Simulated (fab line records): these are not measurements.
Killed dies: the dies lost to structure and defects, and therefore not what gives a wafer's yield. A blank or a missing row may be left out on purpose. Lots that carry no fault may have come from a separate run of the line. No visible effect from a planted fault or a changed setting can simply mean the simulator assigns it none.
Struck lot and sound lot, side by side | flow sky130 | 15 steps out of a route of 708
Sound: these wafers, L321.1, L321.4, L321.6. Wafers L323.3, L323.4, L323.6 were the ones struck. The cause comes at the end.
For every step that has rows: the tool of each side, followed by ch and its chambers, followed by its first start. Under that, the readings that differ: sound wafers | struck wafers | difference of the means | sigmas: that difference in standard deviations of wafers without a fault.
alike: same words and numbers on both sides, and readings whose means sit less than 2 such deviations apart. not compared: any withheld reading, any reading some wafer has no value for, any bound like >300 that may hide the same value, and any number with overlapping values for which the record gives no deviation.
A row with sigmas, a row that says differs or no value, or rows on one side alone: a step with any of these is where the two part. When numbers do not overlap yet have no deviation, they are printed without sigmas and do not part them. A reading that every wafer of one side lacks parts them only if that side has two wafers or more.

first, 6 steps without rows for these wafers: SKY_GATE_OXIDE_HMDS_04 (prime time 60 s); SKY_GATE_OXIDE_COAT_05 (resist thk 1140 nm); SKY_GATE_OXIDE_SOFTBAKE_06 (time 60 s); SKY_GATE_OXIDE_EXPOSE_07 (exposes mask LVOM, target cd 600 nm); SKY_GATE_OXIDE_PEB_08; SKY_GATE_OXIDE_DEVELOP_09 (develop time 60 s).
SKY_GATE_OXIDE_OVL_MEAS_10:
  struck on overlay-01, day 19 18:59; sound on overlay-02, day 18 19:42
  alike: GATE_OXIDE_OVL
then, 2 steps without rows for these wafers: SKY_GATE_OXIDE_IMPLANT_11; SKY_GATE_OXIDE_WET_ETCH_12 (etches SiO2 in dHF, target depth 16.8 nm, time 336 s).
SKY_GATE_OXIDE_STRIP_13: strips in O2/N2.
  sound on plasma-asher-01 ch 1, day 18 19:59; struck on plasma-asher-04 ch 0,1, day 19 19:19
  reading                      | sound             | struck            | difference | sigmas
  strip-time-to-endpoint-s (s) | 14.19 14.14 14.14 | 14.23 14.27 14.24 | +0.09      | +2
  alike: drypump-motor-current-A, oes-product-au
  not compared: rf-hours-counter-h
SKY_GATE_OXIDE_TW_MEAS_14:
  struck on film-metro-03, day 19 19:23; sound on film-metro-03, day 18 20:05
  alike: GATE_OXIDE_TW
then, 1 step without rows for these wafers: SKY_GATE_OXIDE_CLEAN_15 (cleans in SC1/SC2, time 150 s).
SKY_GATE_OXIDE_OXIDATION_16: stabilise 600 s, purge 300 s, target thk 3.57 nm.
  sound on furnace-01 ch 0, day 18 20:13; struck on furnace-02 ch 0, day 19 20:14
  reading                | sound             | struck               | difference | sigmas
  spike-tc-centre-C (C)  | 800.2 802.2 800.6 | 793.8 792.4 793.7    | -7.7       | -6
  spike-tc-lower-C (C)   | 800.9 799.9 801.5 | 795.0 794.5 796.8    | -5.3       | -6
  spike-tc-top-C (C)     | 820.4 818.0 818.2 | 808.7 808.3 809.8    | -9.9       | -4
  spike-tc-upper-C (C)   | 799.7 798.2 798.4 | 794.6 792.6 794.6    | -4.8       | -4
  tube-center-temp-C (C) | 799.96 800.03 800 | 794.34 794.32 794.34 | -5.66      | -83
  tube_center_temp_C_max | 802.0 802.1 802.0 | 796.2 796.3 797.1    | -5.5       | -16
  alike: zone-power-centre-pct
then, 1 step without rows for these wafers: SKY_POLY_GATE_CVD_00 (deposits poly-Si, target thk 180 nm, time 720 s).
-- record jumps: 30 days separate the struck wafers' starts on either side; left off in module POLY_GATE, taken up again in module PAD_OPEN, whose first shown step is the route's number 708 --
SKY_PAD_OPEN_PROBE_99:
  struck on prober-02, day 49 19:41; sound on prober-02, day 49 08:16
  reading                                    | sound                | struck               | difference | sigmas
  model.etest.nfet_01v8_turned.drive-ua-um   | 487.9 496.9 490.2    | 512.4 506.1 514.7    | +19.4      |
  model.etest.nfet_01v8_swapped.drive-ua-um  | 486.1 495.4 486.2    | 515.3 509.1 516.7    | +24.5      |
  model.etest.nfet_01v8.drive-ua-um          | 481.2 492.4 479.9    | 508.5 508.7 514      | +25.9      |
  model.etest.cap-thin-oxide.tox-acc-nm (nm) | 4.369 4.335 4.28     | 4.271 4.266 4.234    | -0.071     |
  model.etest.pfet_01v8.tox-inv-nm (nm)      | 4.401 4.427 4.353    | 4.348 4.323 4.29     | -0.073     |
  model.etest.nfet_01v8.tox-inv-nm (nm)      | 4.365 4.346 4.315    | 4.283 4.277 4.224    | -0.081     |
  model.etest.nfet_01v8.vt-v (V)             | 0.7105 0.7096 0.7056 | 0.7011 0.6984 0.7019 | -0.0081    |
  alike: killed_at_M0_to_M3, killed_at_M4_up, killed-at-contacts, killed-at-front-end, killed-at-other, killed-dies, killed-open, killed-short
  not compared: model.etest.cap-thin-oxide.gate-log10-a-cm2

== WHERE THEY PART ==
Last at SKY_GATE_OXIDE_OXIDATION_16 as far as this record goes, first at SKY_GATE_OXIDE_STRIP_13. Later steps at which nothing parts them and some readings are alike: SKY_PAD_OPEN_PROBE_99.

WHY: whatever the simulator had introduced
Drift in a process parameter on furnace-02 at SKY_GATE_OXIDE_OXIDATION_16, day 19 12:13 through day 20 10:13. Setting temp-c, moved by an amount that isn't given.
